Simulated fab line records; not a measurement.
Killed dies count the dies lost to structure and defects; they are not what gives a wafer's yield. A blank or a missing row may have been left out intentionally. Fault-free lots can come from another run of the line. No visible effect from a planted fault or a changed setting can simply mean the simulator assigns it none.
Problem report in the 8D (eight disciplines) form, filled by code + flow gf180mcu + the parts of the form that need people (team, actions taken, sign-off) are left out

## 1. THE PROBLEM
rf_fwd_power_W at GF_V2_ETCH_16 reads a mean of 575.0 W on 6 wafers of 2 lots; wafers without a fault read 494.6 W with a standard deviation of 1.8. That is +45 standard deviations from the usual mean.
The step: etches BARC in N2/H2.
The first sign was on wafer L697.2 at day 25 00:56, on rie_diel-04. The record has a number at this step for 36 wafers belonging to 12 lots. The rule behind "out" and "out of limits": a value lying over 4 standard deviations away from the usual mean. The rest of the wafers with a number are treated as sound.

## 2. WHAT IT IS, WHAT IT ISN'T
| question                    | is                     | is not                                                                          |
|-----------------------------|------------------------|---------------------------------------------------------------------------------|
| which readings at this step | rf_fwd_power_W         | drypump_motor_current_A, h2_flow_sccm, oes_product_au, throttle_valve_pct       |
| which lots                  | L697, L699             | L684, L686, L687, L689, L692, L693, L694, L698, L700, L706                      |
| which wafers of those lots  | all that have a number | -                                                                               |
| read on which tools         | rie_diel-04            | rie_diel-01, rie_diel-03                                                        |
| when                        | from day 25 00:56      | up to then (21 sound wafers); but 9 sound wafers of L698, L700, L706 came after |

## 3. THE SUSPECTS, EACH WITH WHAT RULES IT OUT
Counting: any tool at a process step up to the reading is kept as a suspect provided that every lot that is out went through it and no sound lot did after the first of them.
- rie_diel-02 at GF_SAB_ETCH_11 (etches SiO2 in C4F8/O2/Ar, target depth 55 nm, time 8.5 s): ruled out as a lasting fault. Following L697 (day 19 22:41), the first lot on it that is out, the sound lots L698 were run on it.
- rtp_anneal-01 at GF_SALICIDE_RTA_08 (time 30 s): ruled out as a lasting fault. Following L697 (day 19 23:34), the first lot on it that is out, the sound lots L706 were run on it.
- cvd_w-01 at GF_V1_CVD_23 (deposits W, target thk 350 nm, time 105.05 s): kept. Every lot that is out went through it, starting with L697 (day 23 02:22), and after that it ran no sound lot; the last sound lot it ran before then is L689 (day 20 10:46).
- rie_diel-04 at GF_V2_ETCH_16 (etches BARC in N2/H2): kept. Every lot that is out went through it, starting with L697 (day 25 00:56), and after that it ran no sound lot; the last sound lot it ran before then is L694 (day 24 05:38). Out on those wafers are its own readings of rf_fwd_power_W.
What counting leaves: cvd_w-01 at GF_V1_CVD_23 and rie_diel-04 at GF_V2_ETCH_16.

## 4. THE CAUSE (what the simulator had put in)
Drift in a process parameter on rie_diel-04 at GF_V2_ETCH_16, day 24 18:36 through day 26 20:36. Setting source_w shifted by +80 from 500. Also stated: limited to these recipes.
Counting leaves 2 suspects; this tool is one of them.

## 5. THE EFFECT CHAIN, in route order
Rows list readings where the struck wafers' mean (over those with a number) sits beyond 3 standard deviations from the usual. Readings are gone through only where the record gives a usual standard deviation; hours: the median, over the lots, of the time from a lot's start at the first step in this table giving one to that lot's start at this step; sigmas: the change measured in usual standard deviations.
| hours | step          | reading        | usual   | on struck wafers | change | sigmas |
|-------|---------------|----------------|---------|------------------|--------|--------|
| 0     | GF_V2_ETCH_16 | rf_fwd_power_W | 494.6 W | 575.0            | +80.4  | +45    |
Process steps it contains:
- GF_V2_ETCH_16: etches BARC in N2/H2.

## 6. HOW IT WOULD HAVE BEEN CAUGHT EARLIER
The fault began at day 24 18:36; the first out-of-limits reading in this record came at day 25 00:56, 6 hours later.
